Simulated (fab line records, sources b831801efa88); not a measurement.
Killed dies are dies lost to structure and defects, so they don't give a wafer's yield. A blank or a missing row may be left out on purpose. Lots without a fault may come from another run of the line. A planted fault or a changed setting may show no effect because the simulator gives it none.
Which tool did it? | flow sky130 | 13 lots, 39 wafers sampled, at 1 step of a route of 708

WHAT THE GAUGES READ, wafer by wafer
SKY_LDD_HVP_OVL_MEAS_07.
lot  | measured     | on         | LDD_HVP_OVL (nm)
L619 | day 22 00:23 | overlay-01 | 0.7 1.9 1.2
L620 | day 22 14:48 | overlay-02 | 1.0 -2.4 -0.6
L621 | day 22 14:56 | overlay-01 | 1.3 -1.4 1.9
L623 | day 23 04:39 | overlay-02 | -1.2 0.4 -0.6
L627 | day 25 01:23 | overlay-02 | -1.9 -0.9 -0.9
L628 | day 25 04:53 | overlay-02 | -0.9 -0.4 0.2
L629 | day 25 12:47 | overlay-02 | -2.1 -2.3 -2.9
L630 | day 25 20:17 | overlay-01 | 1.6 0.6 1.6
L637 | day 27 21:17 | overlay-01 | -1.7 -2.7 -0.6
L638 | day 28 08:59 | overlay-01 | -0.3 -0.7 -0.2
L639 | day 28 17:41 | overlay-02 | -1.4 0.6 -0.4
L640 | day 29 00:17 | overlay-01 | 2.7 2.4 0.9
L641 | day 29 07:15 | overlay-02 | -2.1 0.0 -0.9

WHICH TOOL RAN EACH LOT (tool, then ch and the chambers of the sampled wafers, then the start)
The record holds no process step before these readings.

WHAT THE TOOLS THEMSELVES READ (means of the sampled wafers that have a number; where no wafer has one, the mark that the record gives instead)
The record holds no such reading with a usual standard deviation.

THE ANSWER, worked out from the rows above alone
Rule: what is usual is taken from the lots themselves. Put in order of their means at a reading, lots are off if they are a third of the lots or fewer, leave a main group of 4 or more, and stand apart from it by a gap of 3 or more times the standard deviation of the main group's means; of several such gaps the widest counts. A main group whose means are all the same, to the digits that the tables above print for the reading, isn't used. A lot without any number at a reading at which 4 lots or more have one is off too. The other lots that the step has rows for count as sound. The gauges are gone through in route order, then the tools' own readings, and for those a lot's mean is taken as printed above. The first step at which some lot is off is used, and at that step the reading that is off furthest; a lot without a number counts as furthest.
No lot is off at any reading shown: from this, nothing can be told.

WHAT THE SIMULATOR HAD PUT IN
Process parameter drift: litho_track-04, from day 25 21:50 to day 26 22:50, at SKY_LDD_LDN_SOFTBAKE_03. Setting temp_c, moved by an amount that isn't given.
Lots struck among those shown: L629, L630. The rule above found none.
